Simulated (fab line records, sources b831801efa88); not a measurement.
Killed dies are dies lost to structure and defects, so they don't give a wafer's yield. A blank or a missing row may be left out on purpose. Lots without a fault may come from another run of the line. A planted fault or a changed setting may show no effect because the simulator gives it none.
Chamber matching | flow sfq_line | SFQ_TRILAYER_I2_VIA_BARC_OPEN_VIA_ETCH_096 on rie_diel-04: 4 sister chambers
The step etches BARC in O2, target depth 125 nm, time 41.7 s. 8 wafers are shown with their chamber, then 7 later ones without.

WAFERS WITH THEIR CHAMBER
wafer  | chamber | oes_product_au (a.u.) | chamber_pressure_mTorr (mTorr)
L372.2 | 2       | 0.685                 | 29.998
L377.3 | 2       | 0.692                 | 29.966
L378.1 | 1       | 0.684                 | 29.980
L378.2 | 3       | 0.681                 | 29.995
L378.4 | 0       | 0.680                 | 29.992
L379.4 | 3       | 0.679                 | 29.999
L379.5 | 0       | 0.686                 | 30.018
L379.6 | 1       | 0.681                 | 30.032

WAFERS WITHOUT THEIR CHAMBER
wafer  | oes_product_au (a.u.) | chamber_pressure_mTorr (mTorr)
L380.3 | 0.686                 | 30.017
L380.4 | 0.683                 | 30.000
L381.2 | 0.680                 | 29.997
L381.4 | 0.694                 | 29.986
L394.1 | 0.682                 | 29.982
L394.3 | 0.679                 | 30.021
L394.4 | 0.687                 | 29.967

WHICH CHAMBER EACH WENT THROUGH
wafer  | from the rows above               | in truth
L380.3 | can't be placed: 0 or 1 or 2 or 3 | 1
L380.4 | can't be placed: 0 or 1 or 3 or 2 | 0
L381.2 | can't be placed: 3 or 1 or 0      | 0
L381.4 | can't be placed: 2 or 0 or 1      | 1
L394.1 | can't be placed: 3 or 0 or 1 or 2 | 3
L394.3 | can't be placed: 3 or 1 or 0      | 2
L394.4 | can't be placed: 2 or 0 or 1 or 3 | 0
Placed correctly: 0 of 7. Can't be placed from these rows: 7 (the true chamber is among the candidates in 6). Placed wrongly: 0.
How it was worked out, from the rows above alone: a wafer's distance from a chamber is the root of the sum, over the readings, of the square of ((its reading less the chamber's mean) divided by the reading's scatter). The wafer belongs to the nearest chamber; if the next one is less than 2 further off, it can't be placed. A chamber's mean is the mean of its shown wafers. The scatter: the root of (the sum of the squares of (reading less its chamber's mean) over the shown wafers, divided by (wafers less chambers)).
